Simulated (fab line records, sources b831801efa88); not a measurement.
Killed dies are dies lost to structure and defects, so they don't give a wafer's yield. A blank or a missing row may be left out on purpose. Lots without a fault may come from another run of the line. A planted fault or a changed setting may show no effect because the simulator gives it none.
Problem report in the 8D (eight disciplines) form, filled by code | flow sky130 | the parts of the form that need people (team, actions taken, sign-off) are left out

1. THE PROBLEM
killed_at_front_end at SKY_PAD_OPEN_PROBE_99 reads a mean of 163 on 6 wafers of 2 lots; wafers without a fault read 15 with a standard deviation of 4.3. That is +34 standard deviations from the usual mean.
First seen on wafer L581.1, day 48 03:04, on prober-01. The record holds 12 wafers of 4 lots with a number at this step. Rule for "out", or "out of limits": more than 4 standard deviations from the usual mean. The other wafers with a number count as sound.

2. WHAT IT IS AND WHAT IT IS NOT
question                    | is                                              | is not
which readings at this step | killed_at_front_end, killed_dies, killed_on_rim | killed_at_M0_to_M3, killed_at_M4_up, killed_at_contacts, killed_open, killed_short
which lots                  | L581, L583                                      | L574, L585
which wafers of those lots  | all that have a number                          | -
read on which tools         | prober-01                                       | prober-02
when                        | from day 48 03:04                               | up to then (3 sound wafers); but 3 sound wafers of L585 came after

3. SUSPECTS, AND WHAT RULES EACH OUT
Counting: a tool at a process step up to the reading stays a suspect if it ran every lot that is out and no sound lot after the first of them.
- furnace-02 at SKY_GATE_OXIDE_OXIDATION_16 (stabilise 600 s, purge 300 s, target thk 3.57 nm): kept. It ran every lot that is out, first L581 (day 17 09:26), and no sound lot after that; its last sound lot up to then is L574 (day 14 16:30).
- cmp-02 at SKY_VIA4_CMP_02 (polishes SiO2): ruled out as a lasting fault. Sound lots L585 ran on it after its first lot that is out, L581 (day 44 13:08).
- prober-01 at SKY_PAD_OPEN_PROBE_99: kept. It ran every lot that is out, first L581 (day 48 03:04), and no sound lot after that; its last sound lot up to then is L574 (day 46 04:18). Its own readings are out on those wafers: killed_at_front_end, killed_dies, killed_on_rim.
Left after counting: furnace-02 at SKY_GATE_OXIDE_OXIDATION_16, prober-01 at SKY_PAD_OPEN_PROBE_99.

4. THE CAUSE (what the simulator had put in)
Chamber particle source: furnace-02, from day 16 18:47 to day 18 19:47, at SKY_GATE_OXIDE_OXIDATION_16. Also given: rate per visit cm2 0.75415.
Counting left 2 suspects, and this tool is among them.

5. THE CHAIN OF EFFECTS, in route order
Each row: a reading whose mean over the struck wafers that have a number lies more than 3 standard deviations from the usual. Only readings for which the record gives a usual standard deviation are gone through. hours: the time from each lot's start at the first step in this table that gives one to its start at this step, as a median over the lots. sigmas: the change in usual standard deviations.
hours | step                  | reading             | usual | on struck wafers | change | sigmas
0     | SKY_PAD_OPEN_PROBE_99 | killed_at_front_end | 15    | 163              | +148   | +34
0     | SKY_PAD_OPEN_PROBE_99 | killed_dies         | 85    | 224              | +139   | +14
0     | SKY_PAD_OPEN_PROBE_99 | killed_on_rim       | 17    | 43               | +26    | +6.0
The process steps in it:
- SKY_PAD_OPEN_PROBE_99

6. WHAT WOULD HAVE CAUGHT IT SOONER
In this record the first reading out of limits was taken at day 48 03:04, 752 hours after the fault began at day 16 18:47.
All the lots that are out (2) had begun SKY_GATE_OXIDE_OXIDATION_16 on furnace-02 by day 48 03:04. A hold on the tool at that time would have spared none of them.
